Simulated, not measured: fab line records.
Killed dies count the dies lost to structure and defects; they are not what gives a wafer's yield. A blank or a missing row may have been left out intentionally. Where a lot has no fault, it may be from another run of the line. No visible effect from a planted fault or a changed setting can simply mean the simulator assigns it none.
A lot that was struck, set against a sound lot | flow sfq_line | 14 steps out of a route of 325
Sound: the wafers L802.1, L802.3, L802.4. Struck: wafers L814.1, L814.6 (left out: L814.2, a lot-mate that was not struck); the cause follows at the end.
At each step with rows: each side's tool, then ch and its chambers, then its first start. Under that, the readings that differ: sound wafers | struck wafers | difference of the means | sigmas: that difference in standard deviations of wafers without a fault.
alike: a reading whose means differ by less than 2 such deviations, as well as words and numbers matching on both sides. not compared: withheld readings; readings where some wafer has no value; bounds like >300 that might hide an equal value; numbers whose values overlap and for which the record gives no deviation.
The two part at a step that has a row with sigmas, a row that says differs or no value, or rows on one side only. Non-overlapping numbers with no deviation appear without sigmas and do not part them. A reading missing from all wafers of one side parts the sides only when that side holds two or more wafers.

first, 2 steps without rows for these wafers: SFQ_TRILAYER_L0_VIA_STRIP_SOLV_CLEAN_018 (cleans in NMP, time 600 s); SFQ_TRILAYER_M0_DEP_PRE_CLEAN_020 (time 15 s).
SFQ_TRILAYER_M0_DEP_SPUTTER_019: material Nb, target thk 200 nm, time 133.3 s.
  struck on pvd_sputter-04, day 12 12:11; sound on pvd_sputter-04, day 8 22:07
  alike: throttle_valve_pct
SFQ_M0_RS_MEAS_904: measures by four-point-probe.
  struck on film_metro-04, day 12 12:16; sound on film_metro-02, day 8 22:13
  alike: M0_NB_RS
then, 6 steps without rows for these wafers: SFQ_TRILAYER_M0_LITHO_COAT_026 (resist thk 62 nm); SFQ_TRILAYER_M0_LITHO_COAT_021 (resist thk 600 nm); SFQ_TRILAYER_M0_LITHO_SOFTBAKE_025; SFQ_TRILAYER_M0_LITHO_EXPOSE_022 (exposes mask M0, target cd 500 nm); SFQ_TRILAYER_M0_LITHO_PEB_024 (peb time 60 s); SFQ_TRILAYER_M0_LITHO_DEVELOP_023 (time 60 s).
-- the record jumps here: 5 days lie between the struck wafers' starts before and after --
SFQ_M0_OVL_MEAS_906:
  struck on overlay-02, day 17 23:02; sound on overlay-02, day 13 13:02
  reading     | sound | struck  | difference | sigmas
  M0_OVL (nm) | 6 3 4 | -12 -11 | -16        | -3
SFQ_TRILAYER_M0_BARC_OPEN_METAL_ETCH_031: etches BARC in O2, target depth 125 nm, time 41.7 s.
  sound on rie_metal-01 ch 0, day 13 13:04; struck on rie_metal-02 ch 1, day 17 23:05
  reading                                             | sound             | struck      | difference | sigmas
  drypump_motor_current_A (A)                         | 5.7 5.7 5.7       | 6.6 6.5     | +0.8       | +2
  oes_product_au (a.u.)                               | 0.702 0.690 0.691 | 0.688 0.682 | -0.009     | -2
  model.KrF_of_TRILAYER_M0_LITHO_COAT_021.thk_nm (nm) | 525.3 524.1 524.9 | 490.9 489.6 | -34.5      |
  not compared: rf_hours_counter_h, model.SiO2_of_TRILAYER_L0_CAP_PECVD_011.thk_nm
SFQ_TRILAYER_M0_ETCH_METAL_ETCH_024: etches Nb in Cl2/Ar, stops on SiO2, target depth 240 nm, time 120 s.
  sound on rie_metal-01 ch 0, day 13 13:11; struck on rie_metal-02 ch 1, day 17 23:08
  reading                                             | sound             | struck      | difference | sigmas
  drypump_motor_current_A (A)                         | 5.7 5.7 5.7       | 6.5 6.5     | +0.8       | +2
  model.KrF_of_TRILAYER_M0_LITHO_COAT_021.thk_nm (nm) | 385.1 383.2 384.3 | 348.8 349.1 | -35.2      |
  alike: oes_product_au
  not compared: rf_hours_counter_h
SFQ_TRILAYER_M0_STRIP_STRIP_025: strips in O2.
  sound on rie_metal-01 ch 0, day 13 13:26; struck on rie_metal-02 ch 1, day 17 23:16
  reading                     | sound       | struck  | difference | sigmas
  drypump_motor_current_A (A) | 5.7 5.6 5.7 | 6.5 6.5 | +0.8       | +2
  alike: oes_product_au
  not compared: rf_hours_counter_h

WHERE THEY PART
First at SFQ_M0_OVL_MEAS_906; last, within this record, at SFQ_TRILAYER_M0_STRIP_STRIP_025.

WHY: what had been put in by the simulator
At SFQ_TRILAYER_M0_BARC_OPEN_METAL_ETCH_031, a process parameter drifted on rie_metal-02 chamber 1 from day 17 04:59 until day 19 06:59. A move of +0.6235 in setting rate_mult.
